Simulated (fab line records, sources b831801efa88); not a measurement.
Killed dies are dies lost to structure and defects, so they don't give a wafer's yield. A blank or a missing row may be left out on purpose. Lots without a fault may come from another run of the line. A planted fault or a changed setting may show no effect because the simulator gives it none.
Problem report in the 8D (eight disciplines) form, filled by code | flow sky130 | the parts of the form that need people (team, actions taken, sign-off) are left out

1. THE PROBLEM
killed_at_M0_to_M3 at SKY_PAD_OPEN_PROBE_99 reads a mean of 90 on 6 wafers of 2 lots; wafers without a fault read 45 with a standard deviation of 7.2. That is +6.3 standard deviations from the usual mean.
First seen on wafer L372.1, day 48 12:35, on prober-02. The record holds 36 wafers of 12 lots with a number at this step. Rule for "out", or "out of limits": more than 4 standard deviations from the usual mean. The other wafers with a number count as sound.

2. WHAT IT IS AND WHAT IT IS NOT
question                    | is                     | is not
which readings at this step | killed_at_M0_to_M3     | killed_at_M4_up, killed_at_contacts, killed_at_other, killed_open, killed_short
which lots                  | L372, L376             | L362, L363, L366, L367, L369, L370, L371, L382, L383, L385
which wafers of those lots  | all that have a number | -
read on which tools         | prober-02              | prober-01
when                        | from day 48 12:35      | up to then (21 sound wafers); but 9 sound wafers of L382, L383, L385 came after

3. SUSPECTS, AND WHAT RULES EACH OUT
Counting: a tool at a process step up to the reading stays a suspect if it ran every lot that is out and no sound lot after the first of them.
- pvd_sputter-01 at SKY_METAL2_SPUTTER_01 (material TiN, target thk 20 nm, time 16.7 s): ruled out as a lasting fault. Sound lots L385 ran on it after its first lot that is out, L372 (day 37 10:19).
- prober-02 at SKY_PAD_OPEN_PROBE_99: ruled out as a lasting fault. Sound lots L382, L385 ran on it after its first lot that is out, L372 (day 48 12:35).
Left after counting: nothing in the record.

4. THE CAUSE (what the simulator had put in)
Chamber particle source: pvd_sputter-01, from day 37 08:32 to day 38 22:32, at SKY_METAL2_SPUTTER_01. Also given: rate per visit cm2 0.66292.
Counting ruled it out, wrongly: the rule takes a fault to strike every lot that its tool runs from its start on, and this one did not.

5. THE CHAIN OF EFFECTS, in route order
Each row: a reading whose mean over the struck wafers that have a number lies more than 3 standard deviations from the usual. Only readings for which the record gives a usual standard deviation are gone through. hours: the time from each lot's start at the first step in this table that gives one to its start at this step, as a median over the lots. sigmas: the change in usual standard deviations.
hours | step                  | reading              | usual  | on struck wafers | change | sigmas
0     | SKY_PAD_OPEN_PROBE_99 | defect_limited_yield | 82.2 % | 73.1             | -9.1   | -4.5
0     | SKY_PAD_OPEN_PROBE_99 | killed_at_M0_to_M3   | 45     | 90               | +45    | +6.3
0     | SKY_PAD_OPEN_PROBE_99 | killed_dies          | 88     | 132              | +44    | +4.4
0     | SKY_PAD_OPEN_PROBE_99 | sort_bin_3_pad_short | 0.9 %  | 2.6              | +1.8   | +4.3
0     | SKY_PAD_OPEN_PROBE_99 | sort_bin_5_function  | 10.6 % | 16.3             | +5.7   | +3.8
0     | SKY_PAD_OPEN_PROBE_99 | sort_n_pass          | 404    | 360              | -44    | -4.4
0     | SKY_PAD_OPEN_PROBE_99 | sort_yield_pct       | 82.2 % | 73.1             | -9.1   | -4.5
The process steps in it:
- SKY_PAD_OPEN_PROBE_99

6. WHAT WOULD HAVE CAUGHT IT SOONER
In this record the first reading out of limits was taken at day 48 12:35, 268 hours after the fault began at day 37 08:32.
Of the tool readings at SKY_METAL2_SPUTTER_01 for which the record gives a usual standard deviation, none was out on any struck wafer, so an alarm limit of 4 standard deviations on them would not have fired.
